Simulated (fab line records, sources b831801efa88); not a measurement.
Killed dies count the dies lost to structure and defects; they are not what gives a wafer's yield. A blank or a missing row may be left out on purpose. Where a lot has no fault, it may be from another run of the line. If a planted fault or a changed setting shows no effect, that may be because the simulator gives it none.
fab line records ; flow sfqLine ; part 2 of 2: steps 28 to 39 of 39
record: lots: 5; wafers: 15; lastDay: 80
route steps=325 shown C5@241 M6@251 I6@266
lots untouched by any fault: they come from a run of this same line in which no faults occurred
startH: start of the lot's first displayed wafer, in hours after the record's first day ; waitH: hours since the lot's step before ; " same as the row above ; L1.1+2: several wafers, shown together as one row ; - no value, or no start was given ; * or withheld: withheld ; < > ~ a bound
route shown NAME@n: names a module that has steps shown in the file, with the first one's number in the route ; usual: the fault-free wafers' mean and standard deviation ; same: alike in all rows ; chamber/n: place in a boat ; sites: each site's reading ; _std_site: standard deviation across them ; _edge_site: the outer-site mean with the inner-site mean subtracted ; radiusMm: for every site, how far away it sits from the centre of the wafer ; mask NAME#n: copy n ; behind: the tool/chamber that last shaped the wafer ; hold: why the lot went on hold/how many hours it stayed there/how the hold came to an end ; device: the transistor (n, p or np) that didn't switch ; end of line: the same wafers' tests at the end of the route ; a step given without rows: its recipe and nothing more ; killed: dies lost to structure and defects at the first sort, not the wafer's yield ; map: the dies of a wafer, with x for killed, . for not killed, _ for no die there
set.NAME: the run value of the setting; set.NAME@STEP: its run value at that earlier step ; model.NAME: the simulator's own value behind a step, which no gauge read
a table for each step, a row for each wafer; lots at some steps of the route
services: from which hour (startH, from the record's first day; less than 0 if before it) a tool's chamber was out of use, for how many hours, and why
== steps ==
step: SFQ_TRILAYER_I6_METRO_MEASURE_167
usual: thkNm: 200.1/1.1
lot.wafer;tool;chamber;startH;waitH;thkNm
L074.1;filmMetro-01;-;1369.66;0.1;200.0
L074.3;filmMetro-01;-;1369.66;0.1;200.9
L074.5;filmMetro-01;-;1369.66;0.1;198.7
L075.1;filmMetro-03;-;1373.99;0.1;201.6
L075.2;filmMetro-03;-;1373.99;0.1;200.3
L075.6;filmMetro-03;-;1373.99;0.1;199.6
L078.1;filmMetro-01;-;1387.66;0.1;200.1
L078.4;filmMetro-01;-;1387.66;0.1;201.5
L078.6;filmMetro-01;-;1387.66;0.1;201.5
L081.2;filmMetro-03;-;1405.63;0.3;201.5
L081.4;filmMetro-03;-;1405.63;0.3;200.4
L081.5;filmMetro-03;-;1405.63;0.3;200.7
L090.1;filmMetro-01;-;1738.19;0.1;200.7
L090.3;filmMetro-01;-;1738.19;0.1;200.2
L090.4;filmMetro-01;-;1738.19;0.1;199.7
step: SFQ_TRILAYER_I6_VIA_LITHO_COAT_174
recipe: resist: BARC; spinRpm: 3000; resistThkNm: 62
lot.wafer;tool;chamber;startH;waitH
L074.1+3+5;lithoTrack-01;0;1370.86;1.0
L075.1+2+6;lithoTrack-04;0;1375.19;1.0
L078.1+4+6;lithoTrack-03;0;1388.86;1.0
L081.2+4+5;lithoTrack-01;0;1406.68;0.8
L090.1+3+4;lithoTrack-03;0;1739.39;1.0
step: SFQ_TRILAYER_I6_VIA_LITHO_COAT_169
recipe: resist: KrF; spinRpm: 3000; resistThkNm: 650
lot.wafer;tool;chamber;startH;waitH
L074.1+3+5;lithoTrack-01;0;1371.16;0.2
L075.1+2+6;lithoTrack-04;0;1375.49;0.2
L078.1+4+6;lithoTrack-03;0;1389.16;0.2
L081.2+4+5;lithoTrack-01;0;1406.98;0.2
L090.1+3+4;lithoTrack-03;0;1739.69;0.2
step: SFQ_TRILAYER_I6_VIA_LITHO_SOFTBAKE_173
recipe: tempC: withheld; timeS: withheld; resist: KrF
lot.wafer;tool;chamber;startH;waitH
L074.1+3+5;lithoTrack-01;0;1371.46;0.2
L075.1+2+6;lithoTrack-04;0;1375.79;0.2
L078.1+4+6;lithoTrack-03;0;1389.46;0.2
L081.2+4+5;lithoTrack-01;0;1407.26;0.2
L090.1+3+4;lithoTrack-03;0;1739.99;0.2
step: SFQ_TRILAYER_I6_VIA_LITHO_EXPOSE_170
recipe: maskId: I6; na: 0.6; sourceShape: conventional; sigmaOuter: 0.65; targetCdNm: 700; doseMj: 21.3
lot.wafer;tool;chamber;startH;waitH;mask
L074.1+3+5;krfScanner-02;0;1379.39;-;I6#0
L075.1+2+6;krfScanner-02;0;1382.99;-;I6#0
L078.1+4+6;krfScanner-01;0;1484.20;-;I6#0
L081.2+4+5;krfScanner-01;0;1504.80;-;I6#0
L090.1+3+4;krfScanner-01;0;1740.48;-;I6#0
step: SFQ_TRILAYER_I6_VIA_LITHO_PEB_172
recipe: pebTempC: 115; pebTimeS: 60; resist: KrF
lot.wafer;tool;chamber;startH;waitH
L074.1+3+5;lithoTrack-03;0;1380.59;1.0
L075.1+2+6;lithoTrack-01;0;1384.19;1.0
L078.1+4+6;lithoTrack-03;0;1485.40;1.0
L081.2+4+5;lithoTrack-03;0;1505.82;0.8
L090.1+3+4;lithoTrack-04;0;1741.68;1.0
step: SFQ_TRILAYER_I6_VIA_LITHO_DEVELOP_171
recipe: timeS: 60; resist: KrF
lot.wafer;tool;chamber;startH;waitH
L074.1+3+5;lithoTrack-03;0;1380.74;0.1
L075.1+2+6;lithoTrack-01;0;1384.34;0.1
L078.1+4+6;lithoTrack-03;0;1485.55;0.1
L081.2+4+5;lithoTrack-03;0;1505.97;0.1
L090.1+3+4;lithoTrack-04;0;1741.83;0.1
step: SFQ_I6_OVL_MEAS_942
usual: I6_OVL: 2/6.1
lot.wafer;tool;chamber;startH;waitH;I6_OVL[nm]
L074.1;overlay-01;-;1380.89;0.1;10
L074.3;overlay-01;-;1380.89;0.1;9
L074.5;overlay-01;-;1380.89;0.1;14
L075.1;overlay-01;-;1384.49;0.1;0
L075.2;overlay-01;-;1384.49;0.1;-2
L075.6;overlay-01;-;1384.49;0.1;-2
L078.1;overlay-02;-;1485.70;0.1;1
L078.4;overlay-02;-;1485.70;0.1;8
L078.6;overlay-02;-;1485.70;0.1;3
L081.2;overlay-01;-;1506.10;0.1;3
L081.4;overlay-01;-;1506.10;0.1;0
L081.5;overlay-01;-;1506.10;0.1;-1
L090.1;overlay-02;-;1741.98;0.1;-1
L090.3;overlay-02;-;1741.98;0.1;-1
L090.4;overlay-02;-;1741.98;0.1;3
step: SFQ_TRILAYER_I6_VIA_BARC_OPEN_VIA_ETCH_235
recipe: maskMaterial: PR; chemistry: O2; targetDepthNm: 125; target: BARC; sourceW: 500; biasW: 80; pressureMtorr: 30; timeS: 41.7
usual: drypumpMotorCurrentA: 5.7/0.58; oesProductAu: 0.686/0.0044
lot.wafer;tool;chamber;startH;waitH;drypumpMotorCurrentA;oesProductAu;rfHoursCounterH
L074.1;rieDiel-04;2;1380.92;0.0;6.1;0.682;14
L074.3;rieDiel-04;1;1380.92;0.0;5.4;0.678;13
L074.5;rieDiel-04;3;1380.92;0.0;5.5;0.687;-
L075.1;rieDiel-02;1;1384.52;0.0;5.4;0.687;14
L075.2;rieDiel-02;0;1384.52;0.0;6.4;0.682;7
L075.6;rieDiel-02;3;1384.52;0.0;6.3;0.685;-
L078.1;rieDiel-01;3;1485.73;0.0;4.9;0.680;12
L078.4;rieDiel-01;1;1485.73;0.0;4.8;0.692;-
L078.6;rieDiel-01;3;1485.73;0.0;4.9;0.690;-
L081.2;rieDiel-01;3;1506.13;0.0;4.8;0.676;13
L081.4;rieDiel-01;1;1506.13;0.0;4.8;0.683;17
L081.5;rieDiel-01;2;1506.13;0.0;5.1;0.689;-
L090.1;rieDiel-02;3;1742.01;0.0;6.2;0.685;2
L090.3;rieDiel-02;1;1742.01;0.0;5.4;0.687;19
L090.4;rieDiel-02;0;1742.01;0.0;6.4;0.676;13
step: SFQ_TRILAYER_I6_VIA_ETCH_VIA_ETCH_172
recipe: target: SiO2; stopOn: Nb; maskMaterial: PR; taperDeg: 20; chemistry: CHF3; targetDepthNm: 260; sourceW: 500; biasW: 80; pressureMtorr: 30; timeS: withheld
usual: drypumpMotorCurrentA: 5.7/0.58; oesProductAu: 0.855/0.005
lot.wafer;tool;chamber;startH;waitH;drypumpMotorCurrentA;oesProductAu
L074.1;rieDiel-04;2;1380.96;0.0;6.1;0.853
L074.3;rieDiel-04;1;1380.96;0.0;5.4;0.855
L074.5;rieDiel-04;3;1380.96;0.0;5.6;0.850
L075.1;rieDiel-02;1;1384.56;0.0;5.4;0.858
L075.2;rieDiel-02;0;1384.56;0.0;6.4;0.851
L075.6;rieDiel-02;3;1384.56;0.0;6.3;0.861
L078.1;rieDiel-01;3;1485.77;0.0;4.8;0.851
L078.4;rieDiel-01;1;1485.77;0.0;4.8;0.863
L078.6;rieDiel-01;3;1485.77;0.0;4.8;0.860
L081.2;rieDiel-01;3;1506.17;0.0;4.9;0.855
L081.4;rieDiel-01;1;1506.17;0.0;4.9;0.855
L081.5;rieDiel-01;2;1506.17;0.0;5.1;0.852
L090.1;rieDiel-02;3;1742.05;0.0;6.3;0.861
L090.3;rieDiel-02;1;1742.05;0.0;5.4;0.851
L090.4;rieDiel-02;0;1742.05;0.0;6.4;0.851
step: SFQ_TRILAYER_I6_VIA_STRIP_STRIP_173
recipe: gas: O2; powerW: 200; platenTempC: 40; overashFraction: 0.65; chemistry: O2; pressureMtorr: 50
usual: drypumpMotorCurrentA: 5.81/0.22; oesProductAu: 1.006/0.008; platenTempC: 40.00/0.11
lot.wafer;tool;chamber;startH;waitH;drypumpMotorCurrentA;oesProductAu;platenTempC;rfHoursCounterH
L074.1;rieMetal-01;0;1381.07;-;5.74;1.010;39.99;62
L074.3;rieMetal-01;0;1381.07;-;5.74;1.015;40.07;-
L074.5;rieMetal-01;0;1381.07;-;5.77;1.013;40.23;-
L075.1;rieMetal-01;1;1384.67;-;5.70;1.009;39.95;91
L075.2;rieMetal-01;0;1384.67;-;5.80;1.004;40.08;63
L075.6;rieMetal-01;1;1384.67;-;5.73;1.009;40.12;-
L078.1;rieMetal-01;0;1485.89;-;5.78;1.003;39.99;78
L078.4;rieMetal-01;1;1485.89;-;5.72;0.993;40.01;-
L078.6;rieMetal-01;0;1485.89;-;5.75;1.007;40.14;-
L081.2;rieMetal-04;0;1506.29;-;6.33;1.007;40.04;139
L081.4;rieMetal-04;1;1506.29;-;5.71;1.003;39.81;-
L081.5;rieMetal-04;0;1506.29;-;6.32;1.014;40.01;-
L090.1;rieMetal-04;1;1742.17;-;5.71;0.992;40.05;119
L090.3;rieMetal-04;0;1742.17;-;6.34;1.021;40.01;-
L090.4;rieMetal-04;1;1742.17;-;5.68;0.996;39.91;-
step: SFQ_TRILAYER_I6_VIA_STRIP_SOLV_CLEAN_174
recipe: chemistry: NMP; tempC: 70; timeS: 600
usual: bathHeatDutyPct: 13.4/1.1
lot.wafer;tool;chamber;startH;waitH;bathHeatDutyPct
L074.1;wetBench-01;4;1381.67;0.4;14.5
L074.3;wetBench-01;5;1381.67;0.4;13.6
L074.5;wetBench-01;3;1381.67;0.4;12.5
L075.1;wetBench-01;3;1385.27;0.4;12.8
L075.2;wetBench-01;6;1385.27;0.4;14.5
L075.6;wetBench-01;7;1385.27;0.4;14.4
L078.1;wetBench-01;7;1486.49;0.4;14.4
L078.4;wetBench-01;6;1486.49;0.4;15.5
L078.6;wetBench-01;0;1486.49;0.4;12.6
L081.2;wetBench-04;7;1506.89;0.4;14.0
L081.4;wetBench-04;6;1506.89;0.4;13.3
L081.5;wetBench-04;5;1506.89;0.4;12.1
L090.1;wetBench-02;0;1742.77;0.4;12.6
L090.3;wetBench-02;3;1742.77;0.4;12.7
L090.4;wetBench-02;1;1742.77;0.4;12.0
== services ==
tool;chamber;startH;hours;kind
rieDiel-02;2;1213.18;3.5;repair
krfScanner-01;-;1217.99;1.3;pm
krfScanner-01;-;1240.59;1.0;pm
krfScanner-01;-;1245.59;0.8;pm
rieMetal-01;1;1255.69;4.8;repair
rieDiel-02;-;1260.12;0.2;repair
rieMetal-04;-;1313.00;1.2;repair
rieDiel-02;2;1326.62;62.8;repair
krfScanner-01;-;1393.60;1.3;pm
krfScanner-01;-;1409.87;1.0;pm
rieMetal-01;-;1422.01;0.2;repair
rieMetal-01;-;1440.84;1.4;pm
krfScanner-01;-;1561.00;4.0;pm
krfScanner-01;-;1569.26;1.3;pm
rieMetal-04;-;1576.27;0.4;repair
krfScanner-01;-;1578.32;1.0;pm
krfScanner-01;-;1582.85;0.8;pm
krfScanner-01;-;1610.09;0.3;repair
krfScanner-01;-;1630.03;0.1;repair
rieMetal-01;-;1634.47;2.8;pm
rieMetal-01;0;1641.37;4.1;repair
krfScanner-01;-;1685.72;1.9;repair
krfScanner-01;-;1693.61;2.1;repair
krfScanner-01;-;1711.13;0.9;repair
